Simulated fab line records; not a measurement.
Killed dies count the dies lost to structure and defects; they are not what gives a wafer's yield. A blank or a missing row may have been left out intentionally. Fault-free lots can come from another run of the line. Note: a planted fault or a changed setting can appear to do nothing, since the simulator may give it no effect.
Which of the tools did it? || flow gf180mcu || Sampling: 12 lots, 35 wafers, 5 of 602 route steps

== WHAT THE GAUGES READ, wafer by wafer ==
GF_V4_THK_MEAS_01. Usual: V4_CVD_00_THK typically reads 604 nm, with standard deviation 6.1.
{"lot": "L677", "measured": "day 24 01:32", "on": "film metro-04", "V4_CVD_00_THK (nm)": "603 599 599", "flag": ""}
{"lot": "L678", "measured": "day 24 11:28", "on": "film metro-02", "V4_CVD_00_THK (nm)": "613 605 601", "flag": ""}
{"lot": "L680", "measured": "day 25 08:32", "on": "film metro-02", "V4_CVD_00_THK (nm)": "616 613 607", "flag": ""}
{"lot": "L681", "measured": "day 25 12:59", "on": "film metro-02", "V4_CVD_00_THK (nm)": "602 599 599", "flag": ""}
{"lot": "L682", "measured": "day 25 16:08", "on": "film metro-03", "V4_CVD_00_THK (nm)": "608 599 606", "flag": ""}
{"lot": "L684", "measured": "day 26 10:31", "on": "film metro-03", "V4_CVD_00_THK (nm)": "594 611 607", "flag": ""}
{"lot": "L685", "measured": "day 26 13:04", "on": "film metro-04", "V4_CVD_00_THK (nm)": "607 600 611", "flag": ""}
{"lot": "L686", "measured": "day 27 01:14", "on": "film metro-03", "V4_CVD_00_THK (nm)": "593 603 602", "flag": ""}
{"lot": "L689", "measured": "day 27 19:01", "on": "film metro-04", "V4_CVD_00_THK (nm)": "594 606", "flag": ""}
{"lot": "L695", "measured": "day 29 17:53", "on": "film metro-03", "V4_CVD_00_THK (nm)": "610 614 612", "flag": ""}
{"lot": "L697", "measured": "day 30 01:29", "on": "film metro-03", "V4_CVD_00_THK (nm)": "616 612 610", "flag": ""}
{"lot": "L699", "measured": "day 30 15:53", "on": "film metro-03", "V4_CVD_00_THK (nm)": "604 606 607", "flag": ""}

== TOOL THAT RAN EACH LOT (tool first, then ch and the chambers of the sampled wafers, then the start) ==
{"lot": "L677", "GF_MVPSD_STRIP_10": "plasma asher-03 ch 0,1, day 5 06:24", "GF_PSD_COAT_02": "litho track-03 ch 0, day 14 05:38", "GF_PSD_STRIP_10": "plasma asher-03 ch 0,1, day 14 16:34", "GF_M2_STRIP_17": "plasma asher-02 ch 0,1, day 19 19:46"}
{"lot": "L678", "GF_MVPSD_STRIP_10": "plasma asher-04 ch 0,1, day 5 13:47", "GF_PSD_COAT_02": "litho track-02 ch 0, day 14 16:32", "GF_PSD_STRIP_10": "plasma asher-02 ch 1, day 15 03:29", "GF_M2_STRIP_17": "plasma asher-03 ch 1, day 20 06:16"}
{"lot": "L680", "GF_MVPSD_STRIP_10": "plasma asher-03 ch 0,1, day 6 01:37", "GF_PSD_COAT_02": "litho track-02 ch 0, day 15 14:30", "GF_PSD_STRIP_10": "plasma asher-02 ch 0,1, day 16 01:44", "GF_M2_STRIP_17": "plasma asher-03 ch 0, day 21 06:16"}
{"lot": "L681", "GF_MVPSD_STRIP_10": "plasma asher-01 ch 0,1, day 6 10:21", "GF_PSD_COAT_02": "litho track-02 ch 0, day 15 17:47", "GF_PSD_STRIP_10": "plasma asher-03 ch 0,1, day 16 05:14", "GF_M2_STRIP_17": "plasma asher-03 ch 0,1, day 21 11:46"}
{"lot": "L682", "GF_MVPSD_STRIP_10": "plasma asher-01 ch 0,1, day 6 14:11", "GF_PSD_COAT_02": "litho track-04 ch 0, day 15 22:16", "GF_PSD_STRIP_10": "plasma asher-02 ch 0,1, day 16 09:44", "GF_M2_STRIP_17": "plasma asher-02 ch 0,1, day 21 15:43"}
{"lot": "L684", "GF_MVPSD_STRIP_10": "plasma asher-03 ch 0,1, day 7 03:37", "GF_PSD_COAT_02": "litho track-04 ch 0, day 16 18:15", "GF_PSD_STRIP_10": "plasma asher-03 ch 1, day 17 05:50", "GF_M2_STRIP_17": "plasma asher-01 ch 0,1, day 22 11:32"}
{"lot": "L685", "GF_MVPSD_STRIP_10": "plasma asher-01 ch 0,1, day 7 07:44", "GF_PSD_COAT_02": "litho track-04 ch 0, day 16 20:54", "GF_PSD_STRIP_10": "plasma asher-04 ch 0,1, day 17 09:00", "GF_M2_STRIP_17": "plasma asher-03 ch 0,1, day 22 14:56"}
{"lot": "L686", "GF_MVPSD_STRIP_10": "plasma asher-01 ch 0,1, day 7 14:26", "GF_PSD_COAT_02": "litho track-02 ch 0, day 17 07:47", "GF_PSD_STRIP_10": "plasma asher-03 ch 0,1, day 17 20:08", "GF_M2_STRIP_17": "plasma asher-01 ch 1, day 23 02:46"}
{"lot": "L689", "GF_MVPSD_STRIP_10": "plasma asher-03 ch 0, day 8 05:20", "GF_PSD_COAT_02": "litho track-04 ch 0, day 18 06:01", "GF_PSD_STRIP_10": "plasma asher-04 ch 1, day 18 18:16", "GF_M2_STRIP_17": "plasma asher-01 ch 1, day 23 23:41"}
{"lot": "L695", "GF_MVPSD_STRIP_10": "plasma asher-03 ch 0,1, day 9 21:25", "GF_PSD_COAT_02": "litho track-03 ch 0, day 20 15:17", "GF_PSD_STRIP_10": "plasma asher-02 ch 0,1, day 21 03:58", "GF_M2_STRIP_17": "plasma asher-02 ch 0,1, day 26 03:37"}
{"lot": "L697", "GF_MVPSD_STRIP_10": "plasma asher-04 ch 0,1, day 10 07:23", "GF_PSD_COAT_02": "litho track-03 ch 0, day 21 01:23", "GF_PSD_STRIP_10": "plasma asher-04 ch 0,1, day 21 13:44", "GF_M2_STRIP_17": "plasma asher-02 ch 0,1, day 26 11:47"}
{"lot": "L699", "GF_MVPSD_STRIP_10": "plasma asher-03 ch 0,1, day 10 18:05", "GF_PSD_COAT_02": "litho track-04 ch 0, day 21 19:43", "GF_PSD_STRIP_10": "plasma asher-02 ch 0,1, day 22 08:00", "GF_M2_STRIP_17": "plasma asher-03 ch 0,1, day 27 04:07"}
- GF_MVPSD_STRIP_10: strips in O2/N2.
- GF_PSD_COAT_02: resist thk 1000 nm.
- GF_PSD_STRIP_10: strips in O2/N2.
- GF_M2_STRIP_17: strips in O2/N2.

== WHAT THE TOOLS THEMSELVES READ (means of the sampled wafers that have a number; where no wafer has one, the mark that the record gives instead) ==
GF_MVPSD_STRIP_10. Usual: drypump motor current A 5.7 A, standard deviation 0.56; heater power w 331 W, standard deviation 8.7; oes product au 0.722 a.u., standard deviation 0.0048; strip time to endpoint s 36.91 s, standard deviation 0.1.
{"lot": "L677", "tool": "plasma asher-03", "drypump motor current A (A)": 5.9, "heater power w (W)": 332, "oes product au (a.u.)": 0.721, "strip time to endpoint s (s)": 36.72, "flag": ""}
{"lot": "L678", "tool": "plasma asher-04", "drypump motor current A (A)": 5.4, "heater power w (W)": 325, "oes product au (a.u.)": 0.727, "strip time to endpoint s (s)": 36.90, "flag": ""}
{"lot": "L680", "tool": "plasma asher-03", "drypump motor current A (A)": 5.9, "heater power w (W)": 336, "oes product au (a.u.)": 0.721, "strip time to endpoint s (s)": 36.80, "flag": ""}
{"lot": "L681", "tool": "plasma asher-01", "drypump motor current A (A)": 5.3, "heater power w (W)": 332, "oes product au (a.u.)": 0.722, "strip time to endpoint s (s)": 36.88, "flag": ""}
{"lot": "L682", "tool": "plasma asher-01", "drypump motor current A (A)": 5.3, "heater power w (W)": 321, "oes product au (a.u.)": 0.721, "strip time to endpoint s (s)": 36.93, "flag": ""}
{"lot": "L684", "tool": "plasma asher-03", "drypump motor current A (A)": 6.2, "heater power w (W)": 333, "oes product au (a.u.)": 0.725, "strip time to endpoint s (s)": 36.99, "flag": ""}
{"lot": "L685", "tool": "plasma asher-01", "drypump motor current A (A)": 5.2, "heater power w (W)": 322, "oes product au (a.u.)": 0.722, "strip time to endpoint s (s)": 36.92, "flag": ""}
{"lot": "L686", "tool": "plasma asher-01", "drypump motor current A (A)": 5.3, "heater power w (W)": 324, "oes product au (a.u.)": 0.728, "strip time to endpoint s (s)": 36.87, "flag": ""}
{"lot": "L689", "tool": "plasma asher-03", "drypump motor current A (A)": 5.5, "heater power w (W)": 334, "oes product au (a.u.)": 0.718, "strip time to endpoint s (s)": 36.83, "flag": ""}
{"lot": "L695", "tool": "plasma asher-03", "drypump motor current A (A)": 5.9, "heater power w (W)": 330, "oes product au (a.u.)": 0.722, "strip time to endpoint s (s)": 36.95, "flag": ""}
{"lot": "L697", "tool": "plasma asher-04", "drypump motor current A (A)": 5.5, "heater power w (W)": 326, "oes product au (a.u.)": 0.722, "strip time to endpoint s (s)": 36.89, "flag": ""}
{"lot": "L699", "tool": "plasma asher-03", "drypump motor current A (A)": 5.9, "heater power w (W)": 335, "oes product au (a.u.)": 0.727, "strip time to endpoint s (s)": 36.95, "flag": ""}

GF_PSD_STRIP_10. Usual: drypump motor current A 5.8 A, standard deviation 0.59; heater power w 325 W, standard deviation 13; oes product au 0.592 a.u., standard deviation 0.0046; strip time to endpoint s 16.53 s, standard deviation 0.034.
{"lot": "L677", "tool": "plasma asher-03", "drypump motor current A (A)": 5.9, "heater power w (W)": 328, "oes product au (a.u.)": 0.591, "strip time to endpoint s (s)": 16.52, "flag": ""}
{"lot": "L678", "tool": "plasma asher-02", "drypump motor current A (A)": 5.5, "heater power w (W)": 303, "oes product au (a.u.)": 0.590, "strip time to endpoint s (s)": 16.51, "flag": ""}
{"lot": "L680", "tool": "plasma asher-02", "drypump motor current A (A)": 6.2, "heater power w (W)": 320, "oes product au (a.u.)": 0.592, "strip time to endpoint s (s)": 16.52, "flag": ""}
{"lot": "L681", "tool": "plasma asher-03", "drypump motor current A (A)": 5.9, "heater power w (W)": 332, "oes product au (a.u.)": 0.592, "strip time to endpoint s (s)": 16.47, "flag": ""}
{"lot": "L682", "tool": "plasma asher-02", "drypump motor current A (A)": 6.2, "heater power w (W)": 321, "oes product au (a.u.)": 0.591, "strip time to endpoint s (s)": 16.54, "flag": ""}
{"lot": "L684", "tool": "plasma asher-03", "drypump motor current A (A)": 6.6, "heater power w (W)": 338, "oes product au (a.u.)": 0.592, "strip time to endpoint s (s)": 16.56, "flag": ""}
{"lot": "L685", "tool": "plasma asher-04", "drypump motor current A (A)": 5.2, "heater power w (W)": 324, "oes product au (a.u.)": 0.593, "strip time to endpoint s (s)": 16.53, "flag": ""}
{"lot": "L686", "tool": "plasma asher-03", "drypump motor current A (A)": 5.8, "heater power w (W)": 338, "oes product au (a.u.)": 0.591, "strip time to endpoint s (s)": 16.53, "flag": ""}
{"lot": "L689", "tool": "plasma asher-04", "drypump motor current A (A)": 4.9, "heater power w (W)": 326, "oes product au (a.u.)": 0.589, "strip time to endpoint s (s)": 17.04, "flag": "OFF"}
{"lot": "L695", "tool": "plasma asher-02", "drypump motor current A (A)": 5.8, "heater power w (W)": 315, "oes product au (a.u.)": 0.590, "strip time to endpoint s (s)": 16.49, "flag": ""}
{"lot": "L697", "tool": "plasma asher-04", "drypump motor current A (A)": 5.5, "heater power w (W)": 321, "oes product au (a.u.)": 0.595, "strip time to endpoint s (s)": 16.50, "flag": ""}
{"lot": "L699", "tool": "plasma asher-02", "drypump motor current A (A)": 5.8, "heater power w (W)": 312, "oes product au (a.u.)": 0.594, "strip time to endpoint s (s)": 16.54, "flag": ""}

GF_M2_STRIP_17. Usual: drypump motor current A 5.7 A, standard deviation 0.55; heater power w 328 W, standard deviation 13; oes product au 0.537 a.u., standard deviation 0.0045; strip time to endpoint s 7.37 s, standard deviation 0.047.
{"lot": "L677", "tool": "plasma asher-02", "drypump motor current A (A)": 6.2, "heater power w (W)": 312, "oes product au (a.u.)": 0.538, "strip time to endpoint s (s)": 7.36, "flag": ""}
{"lot": "L678", "tool": "plasma asher-03", "drypump motor current A (A)": 6.6, "heater power w (W)": 333, "oes product au (a.u.)": 0.540, "strip time to endpoint s (s)": 7.38, "flag": ""}
{"lot": "L680", "tool": "plasma asher-03", "drypump motor current A (A)": 5.5, "heater power w (W)": 333, "oes product au (a.u.)": 0.539, "strip time to endpoint s (s)": 7.34, "flag": ""}
{"lot": "L681", "tool": "plasma asher-03", "drypump motor current A (A)": 6.2, "heater power w (W)": 334, "oes product au (a.u.)": 0.538, "strip time to endpoint s (s)": 7.34, "flag": ""}
{"lot": "L682", "tool": "plasma asher-02", "drypump motor current A (A)": 6.2, "heater power w (W)": 314, "oes product au (a.u.)": 0.543, "strip time to endpoint s (s)": 7.46, "flag": ""}
{"lot": "L684", "tool": "plasma asher-01", "drypump motor current A (A)": 5.3, "heater power w (W)": 332, "oes product au (a.u.)": 0.542, "strip time to endpoint s (s)": 7.42, "flag": ""}
{"lot": "L685", "tool": "plasma asher-03", "drypump motor current A (A)": 6.2, "heater power w (W)": 333, "oes product au (a.u.)": 0.533, "strip time to endpoint s (s)": 7.38, "flag": ""}
{"lot": "L686", "tool": "plasma asher-01", "drypump motor current A (A)": 5.3, "heater power w (W)": 344, "oes product au (a.u.)": 0.537, "strip time to endpoint s (s)": 7.38, "flag": ""}
{"lot": "L689", "tool": "plasma asher-01", "drypump motor current A (A)": 5.3, "heater power w (W)": 346, "oes product au (a.u.)": 0.535, "strip time to endpoint s (s)": 7.35, "flag": ""}
{"lot": "L695", "tool": "plasma asher-02", "drypump motor current A (A)": 6.2, "heater power w (W)": 311, "oes product au (a.u.)": 0.533, "strip time to endpoint s (s)": 7.36, "flag": ""}
{"lot": "L697", "tool": "plasma asher-02", "drypump motor current A (A)": 5.9, "heater power w (W)": 307, "oes product au (a.u.)": 0.538, "strip time to endpoint s (s)": 7.41, "flag": ""}
{"lot": "L699", "tool": "plasma asher-03", "drypump motor current A (A)": 5.9, "heater power w (W)": 333, "oes product au (a.u.)": 0.538, "strip time to endpoint s (s)": 7.38, "flag": ""}

== THE ANSWER, worked out from the rows above alone ==
Rule: lot off if the mean of its wafers having a number is beyond 3 standard deviations from the usual mean. A lot without any number at a reading at which 4 lots or more have one is off too. The other lots that the step has rows for count as sound. First the gauges in route order, then the tools' own readings, where a lot's mean is used as printed above. The first step at which some lot is off is used, and at that step the reading that is off furthest; a lot without a number counts as furthest.
Off: L689 (GF_PSD_STRIP_10, strip time to endpoint s).
If a tool, at that step or one of the process steps before it, ran each lot that is off and ran no sound lot following the first of them, it fits. Not one of the candidates tried fits.

== WHAT THE SIMULATOR HAD INSERTED ==
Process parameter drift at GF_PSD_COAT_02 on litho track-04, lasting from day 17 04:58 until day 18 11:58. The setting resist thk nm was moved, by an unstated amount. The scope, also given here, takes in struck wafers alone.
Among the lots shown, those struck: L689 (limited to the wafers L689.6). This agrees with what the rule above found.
